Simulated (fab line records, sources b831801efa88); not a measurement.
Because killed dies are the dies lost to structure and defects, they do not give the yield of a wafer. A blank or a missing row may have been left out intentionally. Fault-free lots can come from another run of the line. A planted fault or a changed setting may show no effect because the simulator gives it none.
Which tool is to blame? + flow sky130 + 11 lots with 33 wafers sampled at 6 steps, on a route of 708 steps

## WHAT THE GAUGES SHOWED, per wafer
SKY_DNWELL_TW_MEAS_09. Usual: DNWELL_TW gives 1107 (standard deviation 6.2).
| lot  | measured    | on            | DNWELL_TW      | flag |
|------|-------------|---------------|----------------|------|
| L387 | day 3 06:53 | film_metro-02 | 1102 1099 1104 |      |
| L391 | day 4 01:34 | film_metro-03 | 1107 1110 1110 |      |
| L393 | day 4 16:41 | film_metro-03 | 1106 1108 1099 |      |
| L394 | day 5 10:02 | film_metro-03 | 1112 1104 1104 |      |
| L396 | day 5 10:23 | film_metro-02 | 1107 1104 1106 |      |
| L400 | day 6 08:38 | film_metro-03 | 1115 1117 1117 |      |
| L403 | day 6 20:56 | film_metro-03 | 1118 1115 1109 |      |
| L404 | day 7 02:03 | film_metro-02 | 1106 1106 1111 |      |
| L406 | day 7 14:07 | film_metro-03 | 1120 1115 1106 |      |
| L407 | day 7 15:32 | film_metro-03 | 1109 1118 1112 |      |
| L410 | day 8 08:15 | film_metro-03 | 1099 1100 1088 |      |

SKY_NWELL_TW_MEAS_15. Usual: NWELL_TW gives 1807 (standard deviation 8.1).
| lot  | measured     | on            | NWELL_TW       | flag |
|------|--------------|---------------|----------------|------|
| L387 | day 4 15:21  | film_metro-03 | 1814 1815 1810 |      |
| L391 | day 5 12:23  | film_metro-02 | 1808 1807 1812 |      |
| L393 | day 6 04:57  | film_metro-02 | 1803 1806 1794 |      |
| L394 | day 6 23:32  | film_metro-02 | 1794 1809 1811 |      |
| L396 | day 7 00:14  | film_metro-02 | 1815 1807 1808 |      |
| L400 | day 8 00:06  | film_metro-04 | 1804 1810 1816 |      |
| L403 | day 8 13:28  | film_metro-02 | 2190 2196 2186 | OFF  |
| L404 | day 8 19:52  | film_metro-04 | 2200 2189 2193 | OFF  |
| L406 | day 9 07:05  | film_metro-02 | 1798 1804 1801 |      |
| L407 | day 9 08:48  | film_metro-03 | 1816 1805 1801 |      |
| L410 | day 10 03:01 | film_metro-03 | 1806 1810 1808 |      |

SKY_NWELL_RS_MEAS_29: measures by four-point-probe. Usual: NWELL_RS gives 624.9 ohm/sq (standard deviation 1.7).
| lot  | measured     | on            | NWELL_RS (ohm/sq) | flag |
|------|--------------|---------------|-------------------|------|
| L387 | day 5 08:19  | film_metro-02 | 625.8 627.7 626.6 |      |
| L391 | day 6 07:10  | film_metro-03 | 627.1 625.5 626.4 |      |
| L393 | day 7 00:30  | film_metro-03 | 623.4 624.6 621.3 |      |
| L394 | day 7 19:17  | film_metro-02 | 624.7 625.2 625.2 |      |
| L396 | day 7 20:01  | film_metro-04 | 623.2 625.5 623.9 |      |
| L400 | day 8 20:56  | film_metro-03 | 625.4 624.3 624.0 |      |
| L403 | day 9 11:07  | film_metro-03 | 450.3 449.6 449.7 | OFF  |
| L404 | day 9 17:35  | film_metro-03 | 449.0 448.6 449.6 | OFF  |
| L406 | day 10 04:49 | film_metro-03 | 626.3 625.3 626.4 |      |
| L407 | day 10 07:58 | film_metro-02 | 623.6 626.4 624.0 |      |
| L410 | day 11 02:12 | film_metro-03 | 624.2 623.1 623.9 |      |

## WHICH TOOL RAN EACH LOT (tool, then ch and the chambers of the sampled wafers, then the start)
| lot  | SKY_FIELD_ISO_STRIP_16              | SKY_NWELL_IMPLANT_11            | SKY_NWELL_RTA_28                 |
|------|-------------------------------------|---------------------------------|----------------------------------|
| L387 | plasma_asher-03 ch 0,1, day 2 08:34 | implanter-02 ch 0, day 4 14:48  | rtp_anneal-01 ch 0, day 5 08:13  |
| L391 | plasma_asher-01 ch 0,1, day 3 02:02 | implanter-04 ch 0, day 5 11:52  | rtp_anneal-01 ch 0, day 6 07:04  |
| L393 | plasma_asher-02 ch 1, day 3 17:58   | implanter-04 ch 0, day 6 04:24  | rtp_anneal-01 ch 0, day 7 00:24  |
| L394 | plasma_asher-03 ch 0,1, day 4 05:16 | implanter-02 ch 0, day 6 22:59  | rtp_anneal-01 ch 0, day 7 19:11  |
| L396 | plasma_asher-02 ch 0,1, day 4 06:04 | implanter-02 ch 0, day 6 23:41  | rtp_anneal-02 ch 0, day 7 19:55  |
| L400 | plasma_asher-01 ch 0, day 5 06:40   | implanter-04 ch 0, day 7 23:33  | rtp_anneal-02 ch 0, day 8 20:50  |
| L403 | plasma_asher-01 ch 0,1, day 5 18:46 | implanter-02 ch 0, day 8 12:55  | rtp_anneal-02 ch 0, day 9 11:01  |
| L404 | plasma_asher-01 ch 0,1, day 6 00:11 | implanter-02 ch 0, day 8 19:19  | rtp_anneal-01 ch 0, day 9 17:29  |
| L406 | plasma_asher-02 ch 0,1, day 6 09:35 | implanter-01 ch 0, day 9 06:34  | rtp_anneal-02 ch 0, day 10 04:43 |
| L407 | plasma_asher-01 ch 0,1, day 6 13:16 | implanter-01 ch 0, day 9 08:15  | rtp_anneal-01 ch 0, day 10 07:52 |
| L410 | plasma_asher-02 ch 0,1, day 7 04:05 | implanter-01 ch 0, day 10 02:30 | rtp_anneal-01 ch 0, day 11 02:05 |
- SKY_FIELD_ISO_STRIP_16: strips in O2/N2.
- SKY_NWELL_IMPLANT_11
- SKY_NWELL_RTA_28: time 30 s.

## AS READ BY THE TOOLS THEMSELVES (means over the sampled wafers that have a number; for cases with no such wafer, the mark the record gives instead)
SKY_FIELD_ISO_STRIP_16. Usual: drypump_motor_current_A 5.6 A, standard deviation 0.43; n2_flow_sccm 300.0 sccm, standard deviation 0.97; oes_product_au 0.378 a.u., standard deviation 0.0043; strip_time_to_endpoint_s 3.541 s, standard deviation 0.025.
| lot  | tool            | drypump_motor_current_A (A) | n2_flow_sccm (sccm) | oes_product_au (a.u.) | strip_time_to_endpoint_s (s) | flag |
|------|-----------------|-----------------------------|---------------------|-----------------------|------------------------------|------|
| L387 | plasma_asher-03 | 5.7                         | 299.6               | 0.378                 | 3.544                        |      |
| L391 | plasma_asher-01 | 5.5                         | 299.3               | 0.378                 | 3.557                        |      |
| L393 | plasma_asher-02 | 5.9                         | 299.7               | 0.377                 | 3.482                        |      |
| L394 | plasma_asher-03 | 5.2                         | 298.5               | 0.379                 | 3.569                        |      |
| L396 | plasma_asher-02 | 5.9                         | 300.3               | 0.377                 | 3.541                        |      |
| L400 | plasma_asher-01 | 5.3                         | 298.8               | 0.379                 | 3.553                        |      |
| L403 | plasma_asher-01 | 5.7                         | 299.1               | 0.379                 | 3.534                        |      |
| L404 | plasma_asher-01 | 5.7                         | 300.7               | 0.377                 | 3.567                        |      |
| L406 | plasma_asher-02 | 5.8                         | 300.1               | 0.376                 | 3.521                        |      |
| L407 | plasma_asher-01 | 5.7                         | 301.8               | 0.376                 | 3.527                        |      |
| L410 | plasma_asher-02 | 5.9                         | 299.1               | 0.375                 | 3.550                        |      |

SKY_NWELL_IMPLANT_11. Usual: beam_on_s 10.01 s, standard deviation 0.21; dose_ions_cm2 1.8997e+13, standard deviation 1.9e+10; faraday_current_uA 107.1, standard deviation 2.2.
| lot  | tool         | beam_on_s (s) | dose_ions_cm2 | faraday_current_uA | flag |
|------|--------------|---------------|---------------|--------------------|------|
| L387 | implanter-02 | 9.75          | 1.8983e+13    | 109.9              |      |
| L391 | implanter-04 | 9.82          | 1.9016e+13    | 109.2              |      |
| L393 | implanter-04 | 10.16         | 1.9007e+13    | 105.3              |      |
| L394 | implanter-02 | 9.86          | 1.8980e+13    | 108.8              |      |
| L396 | implanter-02 | 9.90          | 1.9005e+13    | 108.2              |      |
| L400 | implanter-04 | 10.12         | 1.9003e+13    | 105.8              |      |
| L403 | implanter-02 | 13.95         | 3.5165e+13    | 141.9              | OFF  |
| L404 | implanter-02 | 14.21         | 3.5190e+13    | 139.5              | OFF  |
| L406 | implanter-01 | 10.00         | 1.8996e+13    | 107.3              |      |
| L407 | implanter-01 | 9.94          | 1.9026e+13    | 107.4              |      |
| L410 | implanter-01 | 9.98          | 1.8979e+13    | 107.2              |      |

SKY_NWELL_RTA_28. Usual: anneal_temp_c_max 1055.5, standard deviation 1.7; lamp_power_pct 25.30 %, standard deviation 0.054; wafer_temp_C_max 1054.6, standard deviation 0.87.
| lot  | tool          | anneal_temp_c_max | lamp_power_pct (%) | wafer_temp_C_max | flag |
|------|---------------|-------------------|--------------------|------------------|------|
| L387 | rtp_anneal-01 | 1055.6            | 25.31              | 1055.6           |      |
| L391 | rtp_anneal-01 | 1057.1            | 25.27              | 1054.5           |      |
| L393 | rtp_anneal-01 | 1056.3            | 25.31              | 1054.9           |      |
| L394 | rtp_anneal-01 | 1056.9            | 25.35              | 1054.8           |      |
| L396 | rtp_anneal-02 | 1053.2            | 25.32              | 1054.5           |      |
| L400 | rtp_anneal-02 | 1053.8            | 25.37              | 1054.5           |      |
| L403 | rtp_anneal-02 | 1053.5            | 25.32              | 1054.1           |      |
| L404 | rtp_anneal-01 | 1056.9            | 25.32              | 1054.7           |      |
| L406 | rtp_anneal-02 | 1052.6            | 25.36              | 1053.5           |      |
| L407 | rtp_anneal-01 | 1056.3            | 25.31              | 1055.0           |      |
| L410 | rtp_anneal-01 | 1056.8            | 25.33              | 1054.4           |      |

## THE ANSWER, worked out from the rows above alone
Rule: lot off if the mean of its wafers having a number is beyond 3 standard deviations from the usual mean. A lot without any number at a reading at which 4 lots or more have one is off too. Where the step has rows for the other lots, those lots are counted as sound. Order of review: gauges by route order, followed by the tools' own readings, for which a lot's mean as printed above is used. At the first step where some lot is off, the reading lying furthest off is the one used; lots without a number count as furthest.
Off: L403, L404, seen at SKY_NWELL_TW_MEAS_15 (NWELL_TW).
A tool fits if, at a process step before that reading, it ran every lot that is off, and no sound lot after the first of them. The gauges at SKY_NWELL_TW_MEAS_15 aren't tried: what is off there is off at SKY_NWELL_RS_MEAS_29 too, on other tools, and a gauge's error can't cause that. One fits: SKY_NWELL_IMPLANT_11 on implanter-02. A fault onset in the window from L396 (day 6 23:41, its last sound lot) to L403 (day 8 12:55, its first lot off) fits.
The tool's own readings at SKY_NWELL_IMPLANT_11 bear it out: on the lots that are off they differ by more than 5 times the standard deviation of the sound lots' means. beam_on_s reads 14.08 s there against 9.95 s on the sound lots; dose_ions_cm2 reads 3.5178e+13 there against 1.8999e+13 on the sound lots; faraday_current_uA reads 140.7 there against 107.7 on the sound lots.

## WHAT THE SIMULATOR HAD PUT IN
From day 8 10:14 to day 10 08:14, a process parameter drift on implanter-02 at SKY_NWELL_IMPLANT_11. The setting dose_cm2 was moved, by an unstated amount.
Shown lots that were struck: L403, L404. The same result came from the rule above.
